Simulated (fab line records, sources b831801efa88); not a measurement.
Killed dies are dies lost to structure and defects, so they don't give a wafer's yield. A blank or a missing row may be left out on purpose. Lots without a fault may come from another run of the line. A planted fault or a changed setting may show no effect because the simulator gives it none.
fab line records | flow gf180mcu | part 2 of 2: steps 28 to 37 of 37
record lots=5 wafers=15 last_day=33
route steps=602 shown VT_IMPLANT@133 MVSD@136 NWELL@137 LVPWELL@138 MVPSD@139 DUAL_GATE@141 POLY_GATE@157
lots that met no fault: from a run of the same line without faults
start_h: hours from the record's first day to the start of the lot's first wafer shown | wait_h: hours since the lot's step before | " the same as in the row above | L1.1+2: a row that stands for several wafers | - no value, or no start given | * or withheld: withheld | < > ~ a bound
route shown NAME@n: a module of which the file shows steps, and the number in the route of the first | usual: mean/standard deviation of fault-free wafers | same: alike in all rows | chamber/n: place in a boat | sites: the reading at each site | _std_site: their standard deviation | _edge_site: outer sites' mean less inner sites' | radius_mm: how far each site lies from the wafer's centre | mask NAME#n: copy n | behind: the tool/chamber that last shaped the wafer | hold: why the lot was held/for how many hours/how that ended | device: the transistor (n, p or np) that didn't switch | end of line: the same wafers' tests at the end of the route | a step without rows: its recipe alone | killed: dies lost to structure and defects at the first sort, not the wafer's yield | map: a wafer's dies, x killed, . not, _ none there
set.NAME: the setting as run; set.NAME@STEP: as run at that earlier step | model.NAME: the simulator's own value behind a step, which no gauge read
lots at some steps of the route; a table a step, a row a wafer
services: from which hour (start_h, from the record's first day; less than 0 if before it) a tool's chamber was out of use, for how many hours, and why
## steps
# step GF_POLY_GATE_HMDS_03
# recipe prime_time_s=60 prime_temp_c=120
# usual exhaust_pa=44.9/0.87
# columns lot.wafer tool chamber start_h wait_h exhaust_pa
L080.2 litho_track-04 0 230.04 0.1 44.5
L080.3 " 0 " " 44.3
L080.4 " 0 " " 44.7
L081.2 litho_track-04 0 239.29 0.1 46.2
L081.3 " 0 " " 46.7
L081.4 " 0 " " 45.9
L083.4 litho_track-04 0 251.19 0.1 44.3
L083.5 " 0 " " 44.9
L083.6 " 0 " " 43.9
L087.1 litho_track-01 0 278.26 0.1 44.9
L087.3 " 0 " " 45.2
L087.4 " 0 " " 45.0
L093.2 litho_track-04 0 321.33 0.1 45.4
L093.4 " 0 " " 44.3
L093.6 " 0 " " 44.4
# step GF_POLY_GATE_COAT_04
# recipe resist=BARC temp_c=withheld time_s=withheld spin_rpm=withheld resist_thk_nm=withheld
# usual exhaust_pa=44.9/0.87
# columns lot.wafer tool chamber start_h wait_h exhaust_pa
L080.2 litho_track-04 0 230.19 0.1 44.2
L080.3 " 0 " " 43.9
L080.4 " 0 " " 44.9
L081.2 litho_track-04 0 239.44 0.1 46.3
L081.3 " 0 " " 45.9
L081.4 " 0 " " 45.9
L083.4 litho_track-04 0 251.34 0.1 43.1
L083.5 " 0 " " 43.3
L083.6 " 0 " " 44.1
L087.1 litho_track-01 0 278.41 0.1 43.0
L087.3 " 0 " " 44.4
L087.4 " 0 " " 43.6
L093.2 litho_track-04 0 321.48 0.1 45.1
L093.4 " 0 " " 45.0
L093.6 " 0 " " 44.7
# step GF_POLY_GATE_COAT_05
# recipe resist=KrF spin_rpm=withheld resist_thk_nm=700
# usual exhaust_pa=45.2/0.94
# columns lot.wafer tool chamber start_h wait_h exhaust_pa
L080.2 litho_track-04 0 - - 45.4
L080.3 " 0 " " 45.9
L080.4 " 0 " " 46.0
L081.2 litho_track-04 0 - - 45.3
L081.3 " 0 " " 43.3
L081.4 " 0 " " 43.9
L083.4 litho_track-04 0 - - 44.9
L083.5 " 0 " " 45.3
L083.6 " 0 " " 45.7
L087.1 litho_track-01 0 - - 46.2
L087.3 " 0 " " 45.3
L087.4 " 0 " " 45.7
L093.2 litho_track-04 0 - - 44.6
L093.4 " 0 " " 44.5
L093.6 " 0 " " 44.2
# step GF_POLY_GATE_SOFTBAKE_06
# recipe temp_c=130 time_s=60 resist=KrF
# usual exhaust_pa=45.0/1
# columns lot.wafer tool chamber start_h wait_h exhaust_pa
L080.2 litho_track-04 0 - - 43.7
L080.3 " 0 " " 44.5
L080.4 " 0 " " 44.4
L081.2 litho_track-04 0 - - 44.0
L081.3 " 0 " " 45.3
L081.4 " 0 " " 45.6
L083.4 litho_track-04 0 - - 46.2
L083.5 " 0 " " 44.8
L083.6 " 0 " " 45.0
L087.1 litho_track-01 0 - - 45.3
L087.3 " 0 " " 45.3
L087.4 " 0 " " 45.1
L093.2 litho_track-04 0 - - 44.7
L093.4 " 0 " " 43.9
L093.6 " 0 " " 43.9
# step GF_POLY_GATE_EXPOSE_07
# recipe mask_id=Poly2 target_cd_nm=280 na=0.68 source_shape=conventional sigma_outer=0.6 dose_mj=28
# usual exposure_dose_mJ_cm2=28.41/0.031 focus_offset_nm=0.0/0.46
# same sigma_outer=0.6
# columns lot.wafer tool chamber start_h wait_h mask exposure_dose_mJ_cm2 focus_offset_nm
L080.2 krf_scanner-02 0 - - Poly2#0 28.44 0.3
L080.3 " 0 " " Poly2#0 28.40 -0.1
L080.4 " 0 " " Poly2#0 28.40 0.1
L081.2 krf_scanner-01 0 - - Poly2#0 28.41 0.0
L081.3 " 0 " " Poly2#0 28.35 0.6
L081.4 " 0 " " Poly2#0 28.38 0.5
L083.4 krf_scanner-01 0 - - Poly2#0 28.38 -0.3
L083.5 " 0 " " Poly2#0 28.44 0.6
L083.6 " 0 " " Poly2#0 28.37 0.2
L087.1 krf_scanner-02 0 - - Poly2#0 28.40 -0.3
L087.3 " 0 " " Poly2#0 28.44 -0.2
L087.4 " 0 " " Poly2#0 28.41 -0.3
L093.2 krf_scanner-01 0 - - Poly2#0 28.36 -0.6
L093.4 " 0 " " Poly2#0 28.36 -0.6
L093.6 " 0 " " Poly2#0 28.40 -0.4
# step GF_POLY_GATE_PEB_08
# recipe peb_temp_c=134.2 peb_time_s=90 resist=KrF
# usual exhaust_pa=45.1/0.76
# same peb_time_s=90
# columns lot.wafer tool chamber start_h wait_h exhaust_pa
L080.2 litho_track-01 0 - - 45.1
L080.3 " 0 " " 45.3
L080.4 " 0 " " 45.8
L081.2 litho_track-04 0 - - 45.9
L081.3 " 0 " " 44.5
L081.4 " 0 " " 45.1
L083.4 litho_track-01 0 - - 44.1
L083.5 " 0 " " 45.2
L083.6 " 0 " " 45.8
L087.1 litho_track-02 0 - - 45.9
L087.3 " 0 " " 45.0
L087.4 " 0 " " 45.0
L093.2 litho_track-02 0 - - 42.9
L093.4 " 0 " " 44.1
L093.6 " 0 " " 44.4
# step GF_POLY_GATE_DEVELOP_09
# recipe develop_time_s=60 resist=KrF dev_temp_c=21
# usual exhaust_pa=44.9/0.86
# columns lot.wafer tool chamber start_h wait_h exhaust_pa
L080.2 litho_track-01 0 239.54 0.2 43.9
L080.3 " 0 " " 43.7
L080.4 " 0 " " 43.7
L081.2 litho_track-04 0 248.69 0.2 44.7
L081.3 " 0 " " 45.5
L081.4 " 0 " " 44.3
L083.4 litho_track-01 0 260.24 0.1 44.1
L083.5 " 0 " " 44.6
L083.6 " 0 " " 47.1
L087.1 litho_track-02 0 288.76 0.2 45.1
L087.3 " 0 " " 44.1
L087.4 " 0 " " 44.6
L093.2 litho_track-02 0 332.78 0.2 44.9
L093.4 " 0 " " 45.6
L093.6 " 0 " " 44.4
# step GF_POLY_GATE_CD_MEAS_10
# recipe target_cd_nm=280
# usual cd_nm=280.0/1.1
# columns lot.wafer tool chamber start_h wait_h cd_nm
L080.2 cd_sem-01 - 239.68 0.1 279.5
L080.3 " - " " 277.5
L080.4 " - " " 277.7
L081.2 cd_sem-01 - 248.83 0.1 280.3
L081.3 " - " " 280.9
L081.4 " - " " 280.7
L083.4 cd_sem-01 - 260.37 0.1 277.9
L083.5 " - " " 279.4
L083.6 " - " " 278.6
L087.1 cd_sem-01 - 288.91 0.1 280.2
L087.3 " - " " 280.4
L087.4 " - " " 280.4
L093.2 cd_sem-02 - 332.93 0.1 280.5
L093.4 " - " " 280.9
L093.6 " - " " 280.1
# step GF_POLY_GATE_OVL_MEAS_11
# usual POLY_GATE_OVL=2/4
# columns lot.wafer tool chamber start_h wait_h POLY_GATE_OVL[nm]
L080.2 overlay-02 - 239.79 0.1 0
L080.3 " - " " -2
L080.4 " - " " -3
L081.2 overlay-02 - 248.94 0.1 -1
L081.3 " - " " -1
L081.4 " - " " 3
L083.4 overlay-02 - 260.45 0.1 1
L083.5 " - " " 5
L083.6 " - " " 7
L087.1 overlay-02 - 289.03 0.1 -3
L087.3 " - " " -1
L087.4 " - " " 6
L093.2 overlay-01 - 333.03 0.1 4
L093.4 " - " " 3
L093.6 " - " " 7
# step GF_POLY_GATE_ETCH_12
# recipe chemistry=N2/H2 target_depth_a=withheld overetch_a=withheld time_s=withheld target=BARC ion_energy_ev=200 source_w=500 bias_w=100 pressure_mtorr=30 n2_flow_sccm=100 h2_flow_sccm=200
# usual bias_w=100.0/0.31 drypump_motor_current_A=5.8/0.34 oes_product_au=0.735/0.0051 throttle_valve_pct=13.214/0.0088
# columns lot.wafer tool chamber start_h wait_h bias_w drypump_motor_current_A oes_product_au throttle_valve_pct
L080.2 rie_diel-01 3 239.82 0.0 99.9 6.2 0.730 13.205
L080.3 " 0 " " 100.2 5.7 0.727 13.222
L080.4 " 1 " " 99.9 5.2 0.725 13.217
L081.2 rie_diel-02 0 248.97 0.0 100.3 5.6 0.730 13.215
L081.3 " 2 " " 100.0 6.0 0.747 13.211
L081.4 " 3 " " 100.6 6.1 0.736 13.207
L083.4 rie_diel-01 2 260.47 0.0 100.4 5.5 0.742 13.205
L083.5 " 0 " " 100.7 5.8 0.740 13.214
L083.6 " 1 " " 100.5 5.2 0.739 13.226
L087.1 rie_diel-02 3 289.06 0.0 100.2 6.1 0.731 13.201
L087.3 " 2 " " 100.4 6.0 0.743 13.213
L087.4 " 1 " " 100.2 5.8 0.727 13.220
L093.2 rie_diel-02 3 333.06 0.0 100.3 6.1 0.742 13.220
L093.4 " 2 " " 99.9 6.0 0.734 13.208
L093.6 " 0 " " 100.2 5.6 0.739 13.230
## services
# columns tool chamber start_h hours kind
krf_scanner-02 - 186.81 0.5 repair
rie_diel-01 1 188.02 10.4 repair
krf_scanner-01 - 195.04 1.0 pm
rie_diel-01 2 199.44 7.1 repair
krf_scanner-01 - 206.91 0.8 pm
iline_stepper-01 - 216.61 4.3 pm
krf_scanner-01 - 218.27 1.3 pm
rie_diel-01 - 221.45 2.8 pm
iline_stepper-02 - 224.93 4.4 pm
furnace-01 - 235.30 4.5 pm
iline_stepper-02 - 246.25 2.0 repair
plasma_asher-04 - 256.14 12.0 repair
plasma_asher-01 - 256.35 0.7 repair
rie_diel-02 3 264.94 17.2 repair
krf_scanner-02 - 268.91 3.6 pm
krf_scanner-02 - 272.46 1.0 pm
wet_bench-03 - 288.05 3.2 repair
wet_bench-02 - 288.11 1.9 repair
iline_stepper-02 - 289.35 1.7 pm
krf_scanner-02 - 291.61 0.2 repair
krf_scanner-02 - 305.63 1.3 pm
furnace-02 - 322.30 3.6 pm
krf_scanner-02 - 323.44 0.8 pm
furnace-01 - 327.23 3.1 pm
